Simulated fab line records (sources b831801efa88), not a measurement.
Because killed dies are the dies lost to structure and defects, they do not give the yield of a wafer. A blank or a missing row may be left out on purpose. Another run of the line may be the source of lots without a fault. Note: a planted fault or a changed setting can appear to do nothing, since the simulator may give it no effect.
What tool caused it?    flow sfq line    Sampling: 14 lots, 42 wafers, 2 of 325 route steps

== WHAT EACH GAUGE READ, for each wafer ==
SFQ_I1_BOW_MEAS_912.
lot   measured      on             I1_BOW (um)
L609  day 23 07:06  film metro-03  6 2 8
L610  day 23 18:16  film metro-02  -10 -3 -7
L611  day 24 14:17  film metro-04  15 -3 20
L612  day 24 19:28  film metro-04  13 4 6
L613  day 25 17:53  film metro-03  -9 -12 -2
L615  day 26 14:53  film metro-03  11 15 13 - - -
L616  day 26 18:31  film metro-02  10 10 5 - - -
L622  day 29 12:43  film metro-03  3 9 -6
L623  day 29 14:52  film metro-04  2 5 -4
L625  day 31 04:58  film metro-04  8 -1 7
L626  day 31 23:01  film metro-04  4 11 -6
L627  day 32 11:01  film metro-03  10 19 7
L629  day 33 02:02  film metro-03  8 -2 1
L630  day 33 11:56  film metro-03  -2 -4 9

== EACH LOT AND THE TOOL THAT RAN IT (in order: tool; ch and the chambers of the sampled wafers; start) ==
lot   SFQ_TRILAYER_I1_CMP_CMP_046
L609  cmp-01 ch 2,3, day 23 04:32
L610  cmp-01 ch 0,2,3, day 23 15:16
L611  cmp-02 ch 0,1,3, day 24 12:44
L612  cmp-01 ch 1,2,3, day 24 16:28
L613  cmp-02 ch 0,1,2, day 25 15:23
L615  cmp-02 ch 0,1,3, day 26 13:21
L616  cmp-02 ch 0,1, day 26 15:27
L622  cmp-01 ch 0,1,2, day 29 09:43
L623  cmp-02 ch 2,3, day 29 11:49
L625  cmp-01 ch 0,1, day 31 01:55
L626  cmp-02 ch 0,1,3, day 31 21:01
L627  cmp-02 ch 0,2, day 32 08:31
L629  cmp-02 ch 0,1,2, day 32 23:31
L630  cmp-01 ch 0,1,2, day 33 09:25
- SFQ_TRILAYER_I1_CMP_CMP_046: polishes SiO2.

== AS READ BY THE TOOLS THEMSELVES (means over the sampled wafers that have a number; for cases with no such wafer, the mark the record gives instead) ==
SFQ_TRILAYER_I1_CMP_CMP_046.
lot   tool    motor current A (A)  retaining ring pressure frac  time to endpoint s (s)
L609  cmp-01  9.9                  1.006                         224
L610  cmp-01  9.4                  1.001                         217
L611  cmp-02  10.2                 1.000                         209
L612  cmp-01  9.4                  1.002                         217
L613  cmp-02  10.2                 1.001                         204
L615  cmp-02  10.6                 0.999                         256
L616  cmp-02  10.2                 1.001                         257
L622  cmp-01  8.8                  1.000                         217
L623  cmp-02  10.4                 1.000                         215
L625  cmp-01  8.6                  1.002                         225
L626  cmp-02  10.7                 1.001                         216
L627  cmp-02  10.1                 0.998                         217
L629  cmp-02  10.4                 0.999                         221
L630  cmp-01  8.6                  1.001                         217

== THE ANSWER, worked out from the rows above alone ==
Rule: the usual values come from the lots themselves. Put in order of their means at a reading, lots are off if they are a third of the lots or fewer, leave a main group of 4 or more, and stand apart from it by a gap of 3 or more times the standard deviation of the main group's means; of several such gaps the widest counts. A main group whose means are all the same, to the digits that the tables above print for the reading, isn't used. Also off: a lot with no number at a reading for which 4 or more lots have one. All remaining lots with rows at the step are treated as sound. Order of review: gauges by route order, followed by the tools' own readings, for which a lot's mean as printed above is used. The first step at which some lot is off is used, and at that step the reading that is off furthest; a lot without a number counts as furthest.
Off: L615, L616, at SFQ_TRILAYER_I1_CMP_CMP_046 (time to endpoint s). The main group: mean 217 s, standard deviation 5.5.
A tool fits if, at that step or a process step before it, it ran every lot that is off, and no sound lot after the first of them. Of those tried, none fits.

== WHAT THE SIMULATOR HAD INSERTED ==
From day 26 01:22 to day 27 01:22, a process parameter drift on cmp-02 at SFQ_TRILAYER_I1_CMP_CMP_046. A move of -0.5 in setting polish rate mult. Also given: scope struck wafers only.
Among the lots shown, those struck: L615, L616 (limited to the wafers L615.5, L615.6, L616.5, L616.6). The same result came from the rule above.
